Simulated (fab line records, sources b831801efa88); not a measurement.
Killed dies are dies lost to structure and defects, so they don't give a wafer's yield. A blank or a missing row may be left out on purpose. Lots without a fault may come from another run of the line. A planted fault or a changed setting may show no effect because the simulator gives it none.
One fault seen from 2 desks | flow gf180mcu | each desk has only its own numbers; what lay behind them comes last

THE METROLOGY DESK
What the gauges read, lot by lot, whatever tool the lot ran on: means of the sampled wafers that have a number. A lot is out of limits, marked OUT, if its mean lies more than 4 standard deviations from the usual mean; the brackets give that distance.
Columns: A = HV_LDD_RS at GF_HV_LDD_RS_MEAS_53, usual 418.5 ohm/sq; B = HV_LDD_CVD_54_THK at GF_HV_LDD_THK_MEAS_55, usual 10.00 nm; C = cd_nm at GF_PSD_CD_MEAS_07, usual 399.6 nm; D = PSD_TW at GF_PSD_TW_MEAS_11, usual 3209; E = PSD_RS at GF_PSD_RS_MEAS_15, usual 108.55 ohm/sq
lot  | first seen here | A     | B     | C     | D               | E
L296 | day 12 15:53    | 418.5 | 9.93  | 398.9 | 3197            | 108.14
L297 | day 12 17:12    | 418.3 | 10.06 | 399.8 | 3144            | 108.40
L298 | day 13 01:25    | 418.1 | 9.81  | 400.5 | 3207            | 108.71
L299 | day 13 12:01    | 420.3 | 9.92  | 397.9 | 3193            | 108.29
L301 | day 13 23:12    | 418.1 | 10.19 | 401.4 | 3268            | 108.86
L303 | day 14 17:00    | 418.5 | 10.08 | 401.0 | 3271            | 108.42
L304 | day 14 21:33    | 417.8 | 10.12 | 400.6 | 3191            | 108.39
L306 | day 15 16:28    | 417.4 | 9.95  | 396.9 | 3190            | 108.38
L310 | day 16 23:14    | 417.3 | 10.03 | 400.1 | 3394 (+4.5) OUT | 98.61 (-37) OUT
L311 | day 17 08:46    | 418.1 | 9.89  | 401.6 | 3403 (+4.7) OUT | 98.14 (-39) OUT
L318 | day 19 17:05    | 418.5 | 9.77  | 396.9 | 3194            | 108.68
L319 | day 20 12:19    | 418.1 | 9.99  | 398.5 | 3170            | 108.93
This desk's finding: out of limits on L310, L311; first on L310, day 19 00:47 (PSD_TW at GF_PSD_TW_MEAS_11). In limits: L296, L297, L298, L299, L301, L303, L304, L306, L318, L319.

THE TOOL OWNER'S DESK: implanter-04
The tool's own readings at GF_PSD_IMPLANT_09: means of the sampled wafers that have a number, for each lot that ran on this tool. A lot is out of limits, marked OUT, if its mean lies more than 4 standard deviations from the usual mean; the brackets give that distance.
Columns: A = beam_energy_keV at GF_PSD_IMPLANT_09, usual 40.003
lot  | first seen here | A
L297 | day 14 13:24    | 40.011
L299 | day 15 09:06    | 40.003
L303 | day 16 14:41    | 40.014
L310 | day 19 00:32    | 52.007 (+99 or more) OUT
L311 | day 19 11:08    | 52.042 (+99 or more) OUT
This desk's finding: out of limits on L310, L311; first on L310, day 19 00:32 (beam_energy_keV at GF_PSD_IMPLANT_09). In limits: L297, L299, L303.

PUT TOGETHER
The tool owner's desk could have raised an alarm at day 19 00:32, on L310, L311.
The metrology desk could have raised an alarm at day 19 00:47, on L310, L311.
Of the lots named, all ran GF_PSD_IMPLANT_09 on implanter-04.

WHAT THE SIMULATOR HAD PUT IN
Process parameter drift: implanter-04, from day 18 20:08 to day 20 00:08, at GF_PSD_IMPLANT_09. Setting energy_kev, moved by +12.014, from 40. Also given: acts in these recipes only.
Lots struck among those shown: L310, L311.
Hours from the fault's start to each desk's first reading out of limits: the tool owner's desk, 4; the metrology desk, 5.
